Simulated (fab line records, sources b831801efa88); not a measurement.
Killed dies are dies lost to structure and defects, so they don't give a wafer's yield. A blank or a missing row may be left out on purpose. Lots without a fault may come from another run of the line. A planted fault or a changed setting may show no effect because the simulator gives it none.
A struck lot beside a sound one | flow sky130 | 17 steps out of a route of 708
Sound: wafers L435.1, L435.2, L435.6. Struck: wafers L448.2, L448.3, L448.6. The cause comes at the end.
At each step with rows: each side's tool, then ch and its chambers, then its first start. Under that, the readings that differ: sound wafers | struck wafers | difference of the means | sigmas: that difference in standard deviations of wafers without a fault.
alike: readings whose means differ by less than 2 such deviations, and words and numbers that are the same on both sides. not compared: withheld readings, readings that some wafer has no value for, bounds like >300 that may hide the same value, and numbers for which the record gives no deviation and whose values overlap.
The two part at a step that has a row with sigmas, a row that says differs or no value, or rows on one side only. Numbers that don't overlap but have no deviation are shown without sigmas and don't part them. A reading that every wafer of one side lacks parts them only if that side has two wafers or more.

first, 1 step without rows for these wafers: SKY_LDD_N_IMPLANT_15.
SKY_LDD_N_STRIP_16: strips in O2/N2.
  sound on plasma_asher-02 ch 0,1, day 17 22:14; struck on plasma_asher-04 ch 0,1, day 23 13:17
  alike: drypump_motor_current_A, oes_product_au, strip_time_to_endpoint_s
  not compared: rf_hours_counter_h
SKY_LDD_N_TW_MEAS_17:
  sound on film_metro-04, day 17 22:20; struck on film_metro-01, day 23 13:23
  alike: LDD_N_TW
then, 7 steps without rows for these wafers: SKY_LDD_P_DEHYDRATE_00 (time 60 s); SKY_LDD_P_HMDS_01 (prime time 60 s); SKY_LDD_P_COAT_02 (resist thk 1140 nm); SKY_LDD_P_SOFTBAKE_03 (time 60 s); SKY_LDD_P_EXPOSE_04 (exposes mask PSDM, target cd 380 nm); SKY_LDD_P_PEB_05; SKY_LDD_P_DEVELOP_06 (develop time 60 s).
SKY_LDD_P_CD_MEAS_07: target cd 380 nm.
  sound on cd_sem-02, day 19 04:28; struck on cd_sem-02, day 24 19:26
  alike: cd_nm
SKY_LDD_P_OVL_MEAS_08:
  sound on overlay-02, day 19 04:35; struck on overlay-01, day 24 19:33
  alike: LDD_P_OVL
SKY_LDD_P_IMPLANT_09:
  sound on implanter-02 ch 0, day 19 04:37; struck on implanter-02 ch 0, day 24 19:36
  alike: faraday_current_uA
SKY_LDD_P_STRIP_10: strips in O2/N2.
  sound on plasma_asher-01 ch 0,1, day 19 04:46; struck on plasma_asher-03 ch 1, day 24 19:44
  alike: drypump_motor_current_A, oes_product_au, strip_time_to_endpoint_s
  not compared: rf_hours_counter_h
SKY_LDD_P_TW_MEAS_11:
  sound on film_metro-01, day 19 04:52; struck on film_metro-02, day 24 19:50
  reading  | sound       | struck      | difference | sigmas
  LDD_P_TW | 635 635 640 | 616 612 618 | -21        | -6
then, 1 step without rows for these wafers: SKY_LDD_HVN_DEHYDRATE_00 (time 60 s).
-- the record jumps here: 25 days lie between the struck wafers' starts before and after (it left off in module LDD_HVN and takes up again in module PAD_OPEN, whose first step shown is number 708 of the route) --
SKY_PAD_OPEN_PROBE_99:
  sound on prober-01, day 45 13:53; struck on prober-02, day 49 10:12
  reading                                     | sound                    | struck                  | difference | sigmas
  model.etest.tip_p.rs_ohm_sq                 | 6669 6696 6644           | 7917 7924 7998          | +1277      |
  model.etest.tip_p.rs_ohm_sq_range           | 158.4 179.9 229.1        | 1166 1044 1222          | +955       |
  model.etest.tip_p.rs_ohm_sq_rim_less_centre | 70.72 49.17 46.77        | -389 -412.1 -366        | -445       |
  model.etest.pfet_01v8.drive_ua_um_range     | 5.664 6.945 4.654        | 7.796 10.46 10.33       | +3.774     |
  model.etest.pfet_01v8.vt_v_range            | 0.01054 0.006832 0.01536 | 0.01825 0.01958 0.02341 | +0.00950   |
  alike: killed_at_M0_to_M3, killed_at_M4_up, killed_at_contacts, killed_at_front_end, killed_at_other, killed_dies, killed_open, killed_short

WHERE THEY PART
Only at SKY_LDD_P_TW_MEAS_11, within this record. Later steps at which nothing parts them and some readings are alike: SKY_PAD_OPEN_PROBE_99.

WHY: what the simulator had put in
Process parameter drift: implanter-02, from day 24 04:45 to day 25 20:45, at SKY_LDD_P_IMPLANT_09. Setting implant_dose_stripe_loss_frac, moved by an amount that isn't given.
